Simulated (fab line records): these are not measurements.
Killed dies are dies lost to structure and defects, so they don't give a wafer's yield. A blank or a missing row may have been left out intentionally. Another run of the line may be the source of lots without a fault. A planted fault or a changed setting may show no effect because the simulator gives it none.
fab line records	flow sky130
[record] lots = 6	wafers = 18	last-day = 51
route steps=708 shown METAL3@561 VIA3@573 PAD_OPEN@708
lots that met no fault: taken from a fault-free run of the same line
start-h: start of the lot's first displayed wafer, in hours after the record's first day	wait-h: time in hours since the lot's previous step	" as in the row above	L1.1+2: a single row standing in for several wafers	- value missing, or start not given	* or withheld: withheld	< > ~ a bound
route shown NAME@n: NAME is a module with steps in the file, n the number in the route of the first one	usual: mean/standard deviation of fault-free wafers	same: alike in all rows	chamber/n: place in a boat	sites: each site's reading	_std_site: the standard deviation of these	_edge_site: the outer-site mean with the inner-site mean subtracted	radius-mm: how far each site lies from the wafer's centre	mask NAME#n: copy n	behind: the most recent tool/chamber to have shaped the wafer	hold: why the lot went on hold/how many hours it stayed there/how the hold came to an end	device: names the non-switching transistor (n, p or np)	end of line: at the end of the route, the tests of the same wafers	a step without rows: its recipe alone	killed: dies lost to structure and defects at the first sort, not the wafer's yield	map: dies across one wafer; x = killed, . = not, _ = none there
set.NAME: the run value of the setting; set.NAME@STEP: its run value at that earlier step	model.NAME: the simulator's own value behind a step, which no gauge read
lots seen at some steps along the route; tables by step, rows by wafer
services: when a tool's chamber went out of use (start-h, in hours from the record's first day, below 0 if earlier), for how many hours, and the reason
[[steps]]
[step SKY_METAL3_PEB_11]
[recipe] peb-temp-c = withheld	peb-time-s = withheld	resist = KrF-thick
[step SKY_METAL3_DEVELOP_12]
[recipe] develop-time-s = 60	resist = KrF-thick	dev-temp-c = 21
[step SKY_METAL3_CD_MEAS_13]
[recipe] target-cd-nm = 300
[usual] cd-nm = 299.2/1.4
lot.wafer	tool	chamber	start-h	wait-h	cd-nm
L708.2	cd-sem-01	-	937.50	-	298.9
L708.4	"	-	"	"	298.8
L708.5	"	-	"	"	299.3
L711.2	cd-sem-01	-	956.43	-	297.1
L711.3	"	-	"	"	296.8
L711.5	"	-	"	"	295.7
L712.2	cd-sem-01	-	964.64	-	300.3
L712.3	"	-	"	"	300.4
L712.4	"	-	"	"	301.2
L714.1	cd-sem-01	-	978.21	-	298.5
L714.5	"	-	"	"	298.8
L714.6	"	-	"	"	299.0
L725.1	cd-sem-01	-	1064.93	-	298.0
L725.5	"	-	"	"	299.3
L725.6	"	-	"	"	298.7
L727.3	cd-sem-01	-	1070.92	-	298.5
L727.4	"	-	"	"	300.2
L727.5	"	-	"	"	300.3
[step SKY_METAL3_OVL_MEAS_14]
[usual] METAL3_OVL = 4/5.1
lot.wafer	tool	chamber	start-h	wait-h	METAL3_OVL[nm]
L708.2	overlay-01	-	937.61	0.1	4
L708.4	"	-	"	"	7
L708.5	"	-	"	"	1
L711.2	overlay-01	-	956.54	0.1	-7
L711.3	"	-	"	"	-1
L711.5	"	-	"	"	1
L712.2	overlay-01	-	964.74	0.1	9
L712.3	"	-	"	"	6
L712.4	"	-	"	"	5
L714.1	overlay-01	-	978.33	0.1	6
L714.5	"	-	"	"	7
L714.6	"	-	"	"	14
L725.1	overlay-02	-	1065.05	0.1	7
L725.5	"	-	"	"	3
L725.6	"	-	"	"	6
L727.3	overlay-01	-	1071.02	0.1	5
L727.4	"	-	"	"	13
L727.5	"	-	"	"	4
[step SKY_METAL3_DESCUM_15]
[recipe] chemistry = O2	source-power-w = 150	bias-power-w = 0	pressure-mtorr = 10	temp-c = 40	time-s = 8
[usual] drypump-motor-current-A = 5.6/0.36	oes-product-au = 1.002/0.0066	rf-fwd-power-W = 146.9/0.85
lot.wafer	tool	chamber	start-h	wait-h	drypump-motor-current-A	oes-product-au	rf-fwd-power-W	rf-hours-counter-h
L708.2	rie-metal-04	1	937.64	0.0	5.5	1.005	146.8	13
L708.4	"	0	"	"	5.4	0.998	146.3	-
L708.5	"	1	"	"	5.5	1.003	146.6	-
L711.2	rie-metal-02	0	956.57	0.0	6.1	1.005	145.7	2
L711.3	"	1	"	"	5.6	1.005	147.5	-
L711.5	"	0	"	"	6.1	0.998	145.6	-
L712.2	rie-metal-03	0	964.77	0.0	5.8	0.980	148.4	20
L712.3	"	1	"	"	4.6	1.000	146.2	-
L712.4	"	0	"	"	5.8	0.990	147.9	-
L714.1	rie-metal-03	0	978.37	0.0	5.8	0.998	148.3	20
L714.5	"	1	"	"	4.6	1.011	146.7	-
L714.6	"	0	"	"	5.8	0.996	148.4	-
L725.1	rie-metal-03	0	1065.09	0.0	5.8	1.004	147.9	2
L725.5	"	0	"	"	5.8	1.004	147.9	-
L725.6	"	0	"	"	5.8	1.008	147.6	-
L727.3	rie-metal-04	0	1071.05	0.0	5.3	0.991	146.6	-
L727.4	"	1	"	"	5.6	1.003	146.6	-
L727.5	"	1	"	"	5.5	1.005	146.6	-
[step SKY_METAL3_ETCH_16]
[recipe] chemistry = N2/H2	target = BARC	ion-energy-ev = 200	bias-w = 100	pressure-mtorr = 30	n2-flow-sccm = 100	h2-flow-sccm = 200	icp-w = 500	stop-on = SiO2	time-s = 88.2	target-depth-a = 600
[step SKY_METAL3_ETCH_17]
[recipe] target = SiO2	stop-on = TiN	chemistry = C4F8/O2/Ar	source-w = 1500	bias-w = 1200	pressure-mtorr = 40	c4f8-flow-sccm = withheld	O2_flow_sccm = 6	Ar_flow_sccm = 300	time-s = 3.9	target-depth-a = 150
[usual] oes-product-au = 0.756/0.0073	rf-fwd-power-W = 1470/6.9
lot.wafer	tool	chamber	start-h	wait-h	oes-product-au	rf-fwd-power-W	rf-hours-counter-h
L708.2	rie-diel-03	1	937.77	0.1	0.738	1464	13
L708.4	"	0	"	"	0.756	1465	-
L708.5	"	1	"	"	0.769	1469	-
L711.2	rie-diel-02	3	956.70	0.1	0.759	1460	13
L711.3	"	0	"	"	0.756	1469	14
L711.5	"	0	"	"	0.752	1466	-
L712.2	rie-diel-01	2	964.90	0.1	0.748	1475	8
L712.3	"	3	"	"	0.744	1482	14
L712.4	"	1	"	"	0.751	1474	24
L714.1	rie-diel-01	2	978.50	0.1	0.747	1462	8
L714.5	"	1	"	"	0.752	1479	-
L714.6	"	0	"	"	0.755	1464	-
L725.1	rie-diel-03	1	1065.35	0.2	0.754	1468	17
L725.5	"	2	"	"	0.759	1473	-
L725.6	"	1	"	"	0.760	1469	-
L727.3	rie-diel-01	0	1071.17	0.0	0.762	1461	19
L727.4	"	0	"	"	0.759	1458	-
L727.5	"	1	"	"	0.757	1465	-
[step SKY_METAL3_METAL_ETCH_18]
[recipe] target-depth-a = 8450	stop-on = SiO2	over-etch-frac = 0.3	time-s = 183.1	chemistry = Cl2/BCl3	resist-sidewall-deg = 88	pressure-mtorr = 10	icp-w = 900	bias-w = 48.5	Cl2_flow_sccm = 60	bcl3-flow-sccm = 30
[usual] drypump-motor-current-A = 5.5/0.48	oes-product-au = 0.863/0.0062	rf-fwd-power-W = 896/3.1	throttle-valve-pct = 22.266/0.0094
lot.wafer	tool	chamber	start-h	wait-h	drypump-motor-current-A	oes-product-au	rf-fwd-power-W	rf-hours-counter-h	throttle-valve-pct
L708.2	rie-metal-02	1	937.79	0.0	5.6	0.869	897	9	22.256
L708.4	"	1	"	"	5.6	0.866	898	-	22.247
L708.5	"	1	"	"	5.6	0.865	895	-	22.256
L711.2	rie-metal-03	0	956.72	0.0	5.8	0.866	897	19	22.271
L711.3	"	1	"	"	4.6	0.865	902	-	22.280
L711.5	"	1	"	"	4.6	0.865	902	-	22.253
L712.2	rie-metal-02	1	964.92	0.0	5.6	0.860	900	10	22.285
L712.3	"	0	"	"	6.1	0.862	895	-	22.253
L712.4	"	1	"	"	5.6	0.866	894	-	22.261
L714.1	rie-metal-02	1	978.52	0.0	5.6	0.860	899	10	22.249
L714.5	"	1	"	"	5.6	0.857	897	-	22.267
L714.6	"	0	"	"	6.1	0.869	894	-	22.243
L725.1	rie-metal-02	1	1065.37	0.0	5.6	0.858	898	16	22.276
L725.5	"	1	"	"	5.6	0.863	898	-	22.269
L725.6	"	0	"	"	6.1	0.855	900	-	22.271
L727.3	rie-metal-02	1	1071.25	0.1	5.6	0.864	898	-	22.261
L727.4	"	0	"	"	6.1	0.860	897	-	22.266
L727.5	"	0	"	"	6.1	0.867	893	-	22.278
[step SKY_METAL3_STRIP_19]
[recipe] chemistry = O2/N2	power-w = 1400	pressure-mtorr = 1500	platen-temp-c = withheld	o2-flow-sccm = 3000	n2-flow-sccm = 300	overash-fraction = 0.5
[usual] drypump-motor-current-A = 5.7/0.55	oes-product-au = 0.501/0.0052	strip-time-to-endpoint-s = 6.52/0.057
lot.wafer	tool	chamber	start-h	wait-h	drypump-motor-current-A	oes-product-au	rf-hours-counter-h	strip-time-to-endpoint-s
L708.2	plasma-asher-02	1	937.96	0.1	4.7	0.499	9	6.50
L708.4	"	1	"	"	4.7	0.509	-	6.50
L708.5	"	0	"	"	6.2	0.499	-	6.49
L711.2	plasma-asher-02	1	956.90	0.1	4.7	0.506	12	6.62
L711.3	"	1	"	"	4.7	0.492	-	6.46
L711.5	"	0	"	"	6.2	0.501	-	6.51
L712.2	plasma-asher-02	0	965.10	0.1	6.2	0.511	13	6.63
L712.3	"	0	"	"	6.2	0.504	-	6.52
L712.4	"	1	"	"	4.7	0.503	-	6.54
L714.1	plasma-asher-03	0	978.70	0.1	5.6	0.503	85	6.50
L714.5	"	0	"	"	5.6	0.491	-	6.46
L714.6	"	1	"	"	6.3	0.496	-	6.51
L725.1	plasma-asher-01	1	1065.55	0.1	6.2	0.500	66	6.52
L725.5	"	0	"	"	5.4	0.498	-	6.51
L725.6	"	1	"	"	6.2	0.506	-	6.57
L727.3	plasma-asher-03	1	1071.40	0.1	6.2	0.506	-	6.52
L727.4	"	0	"	"	5.6	0.508	-	6.53
L727.5	"	1	"	"	6.2	0.511	-	6.58
[step SKY_METAL3_STRIP_20]
[recipe] chemistry = post-etch-residue-remover	time-s = 1200	temp-c = 72.5
[step SKY_METAL3_CLEAN_21]
[recipe] chemistry = IPA	time-s = 180	temp-c = 25
[step SKY_METAL3_CLEAN_22]
[recipe] chemistry = O3/DIW	dry = n2-spin
[step SKY_VIA3_HDPCVD_00]
[recipe] material = SiO2	target-thk-nm = 1635	sigma-open-frac = 0.3	time-s = 272.5	temp-c = 400	sih4-flow-sccm = 60	pressure-mtorr = 6
[usual] run-length-s = 300.6/0.47	sih4-flow-sccm = 60.00/0.19
lot.wafer	tool	chamber	start-h	wait-h	run-length-s	sih4-flow-sccm	model.SiO2_of_VIA3_HDPCVD_00.thk-nm
L708.2	hdpcvd-02	2	938.56	0.0	300.9	59.92	1621
L708.4	"	2	"	"	301.3	59.87	1621
L708.5	"	1	"	"	299.9	60.29	1620
L711.2	hdpcvd-02	2	957.49	0.0	301.2	59.81	1640
L711.3	"	1	"	"	300.5	60.07	1634
L711.5	"	1	"	"	300.1	59.64	1640
L712.2	hdpcvd-02	2	965.70	0.0	301.6	59.86	1631
L712.3	"	1	"	"	300.1	59.95	1639
L712.4	"	0	"	"	216.2	59.92	1147
L714.1	hdpcvd-02	0	979.29	0.0	216.5	59.66	1137
L714.5	"	0	"	"	301.2	60.14	1661
L714.6	"	1	"	"	300.2	60.29	1636
L725.1	hdpcvd-01	2	1066.18	0.0	300.2	59.70	1627
L725.5	"	1	"	"	300.1	59.94	1629
L725.6	"	2	"	"	300.4	59.63	1631
L727.3	hdpcvd-01	1	1071.96	0.0	300.4	60.08	1656
L727.4	"	0	"	"	301.1	59.76	1615
L727.5	"	2	"	"	299.9	60.12	1618
[step SKY_VIA3_THK_MEAS_01]
[recipe] reads = SiO2_of_VIA3_HDPCVD_00
[usual] VIA3_HDPCVD_THK = 1636/12
lot.wafer	tool	chamber	start-h	wait-h	VIA3_HDPCVD_THK[nm]
L708.2	film-metro-03	-	938.73	0.1	1620
L708.4	"	-	"	"	1621
L708.5	"	-	"	"	1619
L711.2	film-metro-01	-	957.67	0.1	1640
L711.3	"	-	"	"	1633
L711.5	"	-	"	"	1641
L712.2	film-metro-01	-	965.87	0.1	1632
L712.3	"	-	"	"	1639
L712.4	"	-	"	"	1146
L714.1	film-metro-03	-	979.46	0.1	1137
L714.5	"	-	"	"	1662
L714.6	"	-	"	"	1636
L725.1	film-metro-02	-	1066.35	0.1	1627
L725.5	"	-	"	"	1628
L725.6	"	-	"	"	1630
L727.3	film-metro-01	-	1072.15	0.1	1655
L727.4	"	-	"	"	1616
L727.5	"	-	"	"	1617
[step SKY_VIA3_CMP_02]
[recipe] material = SiO2	down-force-psi = 4	platen-rpm = 60	pad-velocity-m-s = 0.94248
[usual] edge-zone-pressure-frac = 1.000/0.0049	motor-current-A = 12.4/1.4	platen-rpm = 60.00/0.041	slurry-filter-dp-kPa = 13.49/0.15
lot.wafer	tool	chamber	start-h	wait-h	edge-zone-pressure-frac	motor-current-A	platen-rpm	slurry-filter-dp-kPa
L708.2	cmp-02	3	938.78	0.0	0.995	13.8	59.96	13.53
L708.4	"	2	"	"	1.000	12.7	60.02	13.41
L708.5	"	0	"	"	1.006	11.5	60.02	13.53
L711.2	cmp-01	0	957.77	0.1	1.004	10.9	60.02	13.33
L711.3	"	2	"	"	0.996	11.8	60.05	13.64
L711.5	"	3	"	"	0.998	11.3	59.96	13.36
L712.4	cmp-02	0	966.31	0.4	0.999	12.1	59.93	13.11
L712.3	"	1	"	"	1.006	13.9	60.01	13.59
L712.2	"	2	"	"	0.998	11.5	60.03	13.56
L714.1	cmp-02	3	979.52	0.1	0.998	14.4	60.02	13.31
L714.6	"	3	"	"	0.995	14.9	59.96	13.35
L714.5	"	0	"	"	0.997	11.5	60.06	13.59
L725.1	cmp-01	1	1066.46	0.1	1.005	12.1	60.01	13.46
L725.6	"	0	"	"	0.995	10.4	60.03	13.10
L725.5	"	1	"	"	1.004	11.9	59.97	13.61
L727.4	cmp-02	1	1072.29	0.1	0.992	14.7	59.97	13.49
L727.3	"	2	"	"	1.002	12.2	59.98	13.56
L727.5	"	0	"	"	0.993	12.1	59.87	13.32
[step SKY_PAD_OPEN_PROBE_99]
[usual] defect-limited-yield = 82.6/1.7	killed_at_M0_to_M3 = 43/7	killed_at_M4_up = 3.1/1.5	killed-at-contacts = 23/4.9	killed-at-front-end = 16/3.9	killed-at-other = 0.3/0.52	killed-dies = 86/8.2	killed-open = 47/6.1	killed-short = 38/5.8
[same] gross-dies = 492	killed-at-back-side = 0
lot.wafer	tool	chamber	start-h	wait-h	defect-limited-yield[%]	killed_at_M0_to_M3	killed_at_M4_up	killed-at-contacts	killed-at-front-end	killed-at-other	killed-dies	killed-open	killed-short	model.etest.tester.sort-n-pass	model.etest.tester.sort-yield-pct	model.etest.tester.sort_bin_3_pct	model.etest.met4-comb.leak-log10-a-um	model.etest.tester.sort_bin_8_pct
L708.2	prober-02	-	1112.20	0.1	81.7	48	2	25	15	0	90	50	40	402	81.71	0.813	-12.03	0
L708.4	prober-02	-	1112.30	0.2	79.1	43	5	30	25	0	103	59	44	389	79.06	1.22	-11.98	0
L708.5	prober-02	-	1112.35	0.2	82.7	43	3	26	13	0	85	49	36	407	82.72	0.4065	-12.08	0
L711.2	prober-01	-	1126.67	0.1	84.3	41	0	21	15	0	77	44	33	415	84.35	0.813	-12.13	0
L711.3	prober-01	-	1126.72	0.2	83.3	39	1	24	18	0	82	47	34	410	83.33	0.6098	-12.03	0
L711.5	prober-01	-	1126.82	0.2	84.3	37	6	25	8	1	77	43	34	415	84.35	0.4065	-11.94	0
L712.2	prober-02	-	1133.37	0.1	82.9	50	4	16	14	0	84	39	45	408	82.93	1.016	-12.02	0
L712.3	prober-02	-	1133.42	0.2	82.5	40	2	33	11	0	86	42	41	406	82.52	0.813	-12.05	0
L712.4	prober-02	-	1133.47	0.2	82.5	42	2	28	14	0	86	51	35	299	60.77	22.15	-7.83	0.0002121
L714.1	prober-02	-	1144.42	0.1	82.9	35	2	19	28	0	84	40	44	302	61.38	22.15	-7.735	0.0001586
L714.5	prober-02	-	1144.62	0.2	82.3	43	2	17	24	1	87	58	29	405	82.32	0.6098	-11.87	0
L714.6	prober-02	-	1144.67	0.2	79.5	59	2	20	20	0	101	54	47	391	79.47	1.423	-12.04	0
L725.1	prober-01	-	1213.46	0.1	83.7	36	6	23	14	1	80	42	37	412	83.74	0.4065	-11.96	0
L725.5	prober-01	-	1213.66	0.2	81.5	43	3	30	15	0	91	57	34	401	81.5	0.2033	-12.16	0
L725.6	prober-01	-	1213.71	0.2	84.3	25	5	31	16	0	77	40	37	415	84.35	0.813	-11.89	0
L727.3	prober-02	-	1218.41	0.2	82.1	45	4	23	16	0	88	44	42	404	82.11	0.6098	-11.99	0
L727.4	prober-02	-	1218.46	0.2	82.9	39	2	23	20	0	84	51	33	408	82.93	0.6098	-12.04	0
L727.5	prober-02	-	1218.51	0.2	83.3	46	7	19	9	1	82	49	33	410	83.33	1.016	-11.89	0
// killed by level:class
L708.2 VIA2:geometric-particle:open=9 VIA1:geometric-particle:open=7 CONTACT:geometric-particle:open=7 VIA3:geometric-particle:open=7 CONTACT:geometric-particle:short=6 METAL2:geometric-particle:short=6 POLY_GATE:geometric-particle:short=5 LI_CONTACT:geometric-particle:open=5
L708.4 LI_CONTACT:geometric-particle:open=12 CONTACT:geometric-particle:open=10 VIA3:geometric-particle:open=9 POLY_GATE:geometric-particle:open=9 METAL3:geometric-particle:short=7 POLY_GATE:geometric-particle:short=6 VIA1:geometric-particle:open=6 VIA1:geometric-particle:short=5
L708.5 VIA1:geometric-particle:open=11 CONTACT:geometric-particle:open=9 METAL2:geometric-particle:short=7 POLY_GATE:geometric-particle:open=6 LI_CONTACT:geometric-particle:open=6 VIA3:geometric-particle:open=6 VIA2:geometric-particle:open=5 VIA3:geometric-particle:short=5
L711.2 VIA1:geometric-particle:open=11 CONTACT:geometric-particle:open=9 VIA1:geometric-particle:short=7 VIA3:geometric-particle:open=7 LOCAL_INTERCONNECT:geometric-particle:short=6 VIA2:geometric-particle:short=5 SPACER:geometric-particle:open=4 FIELD_ISO:geometric-particle:short=3
L711.3 VIA3:geometric-particle:open=8 LOCAL_INTERCONNECT:geometric-particle:short=8 VIA2:geometric-particle:open=7 VIA1:geometric-particle:open=7 POLY_GATE:geometric-particle:open=6 LI_CONTACT:geometric-particle:open=5 CONTACT:geometric-particle:short=5 METAL3:geometric-particle:short=5
L711.5 VIA1:geometric-particle:open=10 CONTACT:geometric-particle:open=8 CONTACT:geometric-particle:short=8 LI_CONTACT:geometric-particle:open=7 VIA2:geometric-particle:open=6 METAL2:geometric-particle:short=5 VIA2:geometric-particle:short=5 FIELD_ISO:geometric-particle:short=3
L712.2 METAL1:geometric-particle:short=9 VIA1:geometric-particle:open=9 METAL3:geometric-particle:short=7 VIA2:geometric-particle:open=6 CONTACT:geometric-particle:open=6 VIA1:geometric-particle:short=6 POLY_GATE:geometric-particle:open=4 LI_CONTACT:geometric-particle:open=4
L712.3 CONTACT:geometric-particle:open=10 VIA1:geometric-particle:open=8 LOCAL_INTERCONNECT:geometric-particle:short=7 CONTACT:geometric-particle:short=7 LI_CONTACT:geometric-particle:open=6 METAL1:geometric-particle:short=6 FIELD_ISO:geometric-particle:open=5 METAL2:geometric-particle:short=5
L712.4 VIA1:geometric-particle:open=16 LI_CONTACT:geometric-particle:open=9 CONTACT:geometric-particle:open=9 VIA1:geometric-particle:short=6 CONTACT:geometric-particle:short=6 VIA3:geometric-particle:open=5 FIELD_ISO:geometric-particle:short=4 FIELD_ISO:geometric-particle:open=4
L714.1 FIELD_ISO:geometric-particle:short=9 CONTACT:geometric-particle:open=8 VIA1:geometric-particle:open=6 METAL2:geometric-particle:short=6 VIA2:geometric-particle:open=5 VIA3:geometric-particle:open=5 FIELD_ISO:geometric-particle:open=4 LI_CONTACT:geometric-particle:open=4
L714.5 VIA1:geometric-particle:open=15 CONTACT:geometric-particle:open=10 VIA2:geometric-particle:open=8 LI_CONTACT:geometric-particle:open=7 METAL2:geometric-particle:short=5 FIELD_ISO:geometric-particle:open=4 FIELD_ISO:geometric-particle:short=4 VIA3:geometric-particle:open=4
L714.6 VIA1:geometric-particle:open=14 VIA3:geometric-particle:open=10 METAL2:geometric-particle:short=8 CONTACT:geometric-particle:open=8 FIELD_ISO:geometric-particle:short=7 VIA2:geometric-particle:short=7 METAL1:geometric-particle:short=7 VIA2:geometric-particle:open=6
L725.1 VIA1:geometric-particle:open=9 CONTACT:geometric-particle:open=7 VIA2:geometric-particle:open=7 CONTACT:geometric-particle:short=6 FIELD_ISO:geometric-particle:short=5 LI_CONTACT:geometric-particle:open=5 VIA1:geometric-particle:short=5 VIA2:geometric-particle:short=4
L725.5 CONTACT:geometric-particle:open=12 LI_CONTACT:geometric-particle:open=10 VIA1:geometric-particle:open=9 VIA3:geometric-particle:open=9 METAL1:geometric-particle:short=6 METAL2:geometric-particle:short=6 FIELD_ISO:geometric-particle:open=5 CONTACT:geometric-particle:short=4
L725.6 LI_CONTACT:geometric-particle:open=12 VIA1:geometric-particle:open=8 LOCAL_INTERCONNECT:geometric-particle:short=6 CONTACT:geometric-particle:open=6 CONTACT:geometric-particle:short=5 VIA2:geometric-particle:open=5 METAL4:geometric-particle:short=5 FIELD_ISO:geometric-particle:short=4
L727.3 VIA1:geometric-particle:open=14 VIA2:geometric-particle:open=6 POLY_GATE:geometric-particle:short=5 LI_CONTACT:geometric-particle:open=5 LOCAL_INTERCONNECT:geometric-particle:short=5 CONTACT:geometric-particle:open=5 METAL1:geometric-particle:short=5 VIA2:geometric-particle:short=5
L727.4 VIA1:geometric-particle:open=11 LI_CONTACT:geometric-particle:open=10 CONTACT:geometric-particle:open=8 FIELD_ISO:geometric-particle:short=7 VIA3:geometric-particle:open=6 POLY_GATE:geometric-particle:open=5 METAL1:geometric-particle:short=5 VIA1:geometric-particle:short=5
L727.5 VIA1:geometric-particle:open=16 VIA3:geometric-particle:open=8 METAL4:geometric-particle:short=5 LOCAL_INTERCONNECT:geometric-particle:open=4 LOCAL_INTERCONNECT:geometric-particle:short=4 VIA2:geometric-particle:open=4 METAL3:geometric-particle:short=4 FIELD_ISO:geometric-particle:open=3
[[services]]
tool	chamber	start-h	hours	kind
cmp-01	-	915.85	4.0	pm
plasma-asher-02	-	917.56	2.8	pm
rie-metal-02	0	925.63	8.6	repair
rie-diel-01	1	926.73	12.8	repair
cmp-01	-	941.23	4.9	pm
hdpcvd-01	-	950.25	15.0	pm
cmp-02	-	950.58	5.5	pm
cmp-01	-	963.10	5.9	pm
plasma-asher-03	-	967.43	0.3	repair
hdpcvd-01	1	973.76	6.7	repair
cmp-01	-	975.45	0.4	repair
rie-metal-03	1	979.39	12.3	repair
hdpcvd-01	0	997.66	5.3	repair
plasma-asher-02	-	1006.25	8.9	pm
rie-metal-04	0	1008.53	18.8	repair
hdpcvd-02	2	1016.83	7.6	repair
plasma-asher-02	-	1040.53	3.1	repair
hdpcvd-02	-	1041.15	0.3	repair
rie-diel-03	0	1044.90	5.0	repair
rie-diel-03	-	1052.01	2.8	pm
rie-metal-02	0	1052.98	8.8	repair
rie-metal-03	-	1053.67	0.7	repair
rie-diel-01	-	1055.57	2.8	pm
rie-diel-01	3	1061.10	19.4	repair
[[key]]
[first-sign] step = SKY_VIA3_HDPCVD_00	reading = run-length-s	direction = down	sigmas = 99+	usual = *	struck = *
[effect] step = SKY_VIA3_THK_MEAS_01	reading = VIA3_HDPCVD_THK	direction = down	sigmas = 41	usual = 1636	struck = 1141
[model-effect] step = SKY_VIA3_HDPCVD_00	value = SiO2_of_VIA3_HDPCVD_00.thk-nm	without = 1649	struck = 1142
[model-effect] step = SKY_PAD_OPEN_PROBE_99	value = etest.tester.sort-n-pass	without = 407	struck = 300.5
met-at SKY_VIA3_HDPCVD_00
struck-wafers L712.4,L714.1
onset-between 957.49 965.70
[fault] kind = process-parameter-drift	tool = hdpcvd-02	chamber = -	onset-h = 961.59	steps = SKY_VIA3_HDPCVD_00	channel = time-s	offset = *	shape = step	end-h = 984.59	scope = struck-wafers-only	acts-in = *	stated = *
